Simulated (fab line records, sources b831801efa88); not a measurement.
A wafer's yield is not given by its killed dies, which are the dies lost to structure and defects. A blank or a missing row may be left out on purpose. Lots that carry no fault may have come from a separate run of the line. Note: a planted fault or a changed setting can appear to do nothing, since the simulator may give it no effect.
The tool behind it: which one?    flow sky130    18 wafers from 6 lots sampled at 2 of the route's 708 steps

WHAT THE GAUGES SHOWED, per wafer
SKY_LDD_LDN_OVL_MEAS_07.
lot   measured      on          LDD_LDN_OVL (nm)
L285  day 23 04:01  overlay-02  2.0 2.7 2.6
L287  day 24 13:41  overlay-01  0.5 2.2 0.4
L291  day 25 23:16  overlay-01  -1.0 -3.0 -0.2
L293  day 26 07:10  overlay-02  0.5 -0.9 -1.0
L296  day 27 09:23  overlay-02  -0.7 -2.2 -0.5
L305  day 30 01:28  overlay-01  76.7 77.1 75.6

TOOL THAT RAN EACH LOT (tool first, then ch and the chambers of the sampled wafers, then the start)
lot   SKY_LDD_LDN_EXPOSE_04
L285  ilineStepper-02 ch 0, day 22 12:21
L287  ilineStepper-01 ch 0, day 23 23:11
L291  ilineStepper-01 ch 0, day 25 08:04
L293  ilineStepper-02 ch 0, day 25 17:11
L296  ilineStepper-01 ch 0, day 26 19:02
L305  ilineStepper-01 ch 0, day 29 12:12
- SKY_LDD_LDN_EXPOSE_04: exposes mask LDNTM, target cd 700 nm.

THE ANSWER, worked out from the rows above alone
Rule: usual is defined by the lots themselves. The widest of any qualifying gaps counts: lots, ordered by their means at a reading, are off when they make up no more than a third of the lots, leave a main group of 4 or more, and stand apart from it by 3 or more times the standard deviation of that group's means. The tables above print the reading to a certain number of digits; a main group whose means all agree to those digits is not used. A lot without any number at a reading at which 4 lots or more have one is off too. All remaining lots with rows at the step are treated as sound.
Off: L305, at SKY_LDD_LDN_OVL_MEAS_07 (LDD_LDN_OVL). The main group: mean 0.1 nm, standard deviation 1.4.
If a tool, at a process step before that reading, ran all the lots that are off and no sound lot after the first of them, it fits. Those tools and the gauges at SKY_LDD_LDN_OVL_MEAS_07 are tried in the same way. This does not decide it: 2 tools fit, namely ilineStepper-01 at SKY_LDD_LDN_EXPOSE_04 and overlay-01 at SKY_LDD_LDN_OVL_MEAS_07.

WHAT THE SIMULATOR HAD PUT IN
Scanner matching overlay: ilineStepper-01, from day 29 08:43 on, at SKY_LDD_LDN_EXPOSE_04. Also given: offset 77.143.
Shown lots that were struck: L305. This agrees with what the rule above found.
